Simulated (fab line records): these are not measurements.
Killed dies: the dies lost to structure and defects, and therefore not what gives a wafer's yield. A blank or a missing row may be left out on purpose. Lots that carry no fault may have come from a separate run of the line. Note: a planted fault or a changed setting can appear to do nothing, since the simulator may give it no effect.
Which tool is to blame? || flow gf180mcu || 14 lots with 42 wafers sampled at 2 steps, on a route of 602 steps

WHAT EACH GAUGE READ, for each wafer
GF_SAB_OVL_MEAS_10.
{"lot": "L451", "measured": "day 15 04:56", "on": "overlay-02", "SAB_OVL (nm)": "-2.3 -0.7 -0.7"}
{"lot": "L452", "measured": "day 15 15:11", "on": "overlay-02", "SAB_OVL (nm)": "1.5 0.4 0.1"}
{"lot": "L453", "measured": "day 16 00:10", "on": "overlay-01", "SAB_OVL (nm)": "0.5 -0.4 -0.7"}
{"lot": "L454", "measured": "day 16 04:58", "on": "overlay-02", "SAB_OVL (nm)": "3.5 2.5 0.3"}
{"lot": "L456", "measured": "day 16 20:55", "on": "overlay-01", "SAB_OVL (nm)": "1.4 -1.6 -2.3"}
{"lot": "L458", "measured": "day 17 11:07", "on": "overlay-02", "SAB_OVL (nm)": "2.3 1.0 -0.4"}
{"lot": "L459", "measured": "day 18 00:11", "on": "overlay-01", "SAB_OVL (nm)": "-0.2 0.7 3.1"}
{"lot": "L460", "measured": "day 18 06:52", "on": "overlay-01", "SAB_OVL (nm)": "3.4 3.4 2.2"}
{"lot": "L461", "measured": "day 18 17:55", "on": "overlay-02", "SAB_OVL (nm)": "0.3 -1.2 1.1"}
{"lot": "L470", "measured": "day 22 01:35", "on": "overlay-01", "SAB_OVL (nm)": "-0.5 2.6 -0.1"}
{"lot": "L471", "measured": "day 22 08:16", "on": "overlay-02", "SAB_OVL (nm)": "-1.2 0.5 1.1"}
{"lot": "L472", "measured": "day 22 18:41", "on": "overlay-01", "SAB_OVL (nm)": "2.3 0.9 -0.8"}
{"lot": "L473", "measured": "day 22 20:31", "on": "overlay-02", "SAB_OVL (nm)": "1.7 1.6 -1.4"}
{"lot": "L474", "measured": "day 23 06:28", "on": "overlay-01", "SAB_OVL (nm)": "2.4 1.9 1.9"}

WHAT TOOL EACH LOT RAN ON (gives the tool, then ch and the chambers of the sampled wafers, and finally the start)
{"lot": "L451", "GF_PSD_DEVELOP_06": "litho-track-03 ch 0, day 14 06:17"}
{"lot": "L452", "GF_PSD_DEVELOP_06": "litho-track-04 ch 0, day 14 16:44"}
{"lot": "L453", "GF_PSD_DEVELOP_06": "litho-track-03 ch 0, day 15 01:32"}
{"lot": "L454", "GF_PSD_DEVELOP_06": "litho-track-03 ch 0, day 15 06:44"}
{"lot": "L456", "GF_PSD_DEVELOP_06": "litho-track-01 ch 0, day 15 21:41"}
{"lot": "L458", "GF_PSD_DEVELOP_06": "litho-track-01, day 16 11:38"}
{"lot": "L459", "GF_PSD_DEVELOP_06": "litho-track-01, day 17 00:51"}
{"lot": "L460", "GF_PSD_DEVELOP_06": "litho-track-01 ch 0, day 17 07:53"}
{"lot": "L461", "GF_PSD_DEVELOP_06": "litho-track-04 ch 0, day 17 17:23"}
{"lot": "L470", "GF_PSD_DEVELOP_06": "litho-track-03 ch 0, day 21 01:05"}
{"lot": "L471", "GF_PSD_DEVELOP_06": "litho-track-01 ch 0, day 21 08:35"}
{"lot": "L472", "GF_PSD_DEVELOP_06": "litho-track-03 ch 0, day 21 18:05"}
{"lot": "L473", "GF_PSD_DEVELOP_06": "litho-track-04 ch 0, day 21 20:13"}
{"lot": "L474", "GF_PSD_DEVELOP_06": "litho-track-04 ch 0, day 22 06:58"}
- GF_PSD_DEVELOP_06: develop time 60 s.

WHAT THE TOOLS THEMSELVES READ (means of the sampled wafers that have a number; where no wafer has one, the mark that the record gives instead)
GF_PSD_DEVELOP_06.
{"lot": "L451", "tool": "litho-track-03", "chill-plate-temp-C (C)": 22.99}
{"lot": "L452", "tool": "litho-track-04", "chill-plate-temp-C (C)": 22.92}
{"lot": "L453", "tool": "litho-track-03", "chill-plate-temp-C (C)": 23.02}
{"lot": "L454", "tool": "litho-track-03", "chill-plate-temp-C (C)": 23.02}
{"lot": "L456", "tool": "litho-track-01", "chill-plate-temp-C (C)": 22.87}
{"lot": "L458", "tool": "litho-track-01", "chill-plate-temp-C (C)": "-"}
{"lot": "L459", "tool": "litho-track-01", "chill-plate-temp-C (C)": "-"}
{"lot": "L460", "tool": "litho-track-01", "chill-plate-temp-C (C)": 23.00}
{"lot": "L461", "tool": "litho-track-04", "chill-plate-temp-C (C)": 22.99}
{"lot": "L470", "tool": "litho-track-03", "chill-plate-temp-C (C)": 22.91}
{"lot": "L471", "tool": "litho-track-01", "chill-plate-temp-C (C)": 22.92}
{"lot": "L472", "tool": "litho-track-03", "chill-plate-temp-C (C)": 22.93}
{"lot": "L473", "tool": "litho-track-04", "chill-plate-temp-C (C)": 22.91}
{"lot": "L474", "tool": "litho-track-04", "chill-plate-temp-C (C)": 22.89}

THE ANSWER, worked out from the rows above alone
Rule: the usual values come from the lots themselves. Put in order of their means at a reading, lots are off if they are a third of the lots or fewer, leave a main group of 4 or more, and stand apart from it by a gap of 3 or more times the standard deviation of the main group's means; of several such gaps the widest counts. A main group whose means are all the same, to the digits that the tables above print for the reading, isn't used. A lot without any number at a reading at which 4 lots or more have one is off too. Any other lot the step has rows for is counted as sound. Order of review: gauges by route order, followed by the tools' own readings, for which a lot's mean as printed above is used. The first step at which some lot is off is used, and at that step the reading that is off furthest; a lot without a number counts as furthest.
Off: L458, L459, at GF_PSD_DEVELOP_06 (chill-plate-temp-C). Without a number there: L458, L459. For the main group the mean is 22.95 C and the standard deviation 0.051.
A tool fits if, at that step or a process step before it, it ran every lot that is off, and no sound lot after the first of them. None of those tried fits.

WHAT THE SIMULATOR HAD PUT IN
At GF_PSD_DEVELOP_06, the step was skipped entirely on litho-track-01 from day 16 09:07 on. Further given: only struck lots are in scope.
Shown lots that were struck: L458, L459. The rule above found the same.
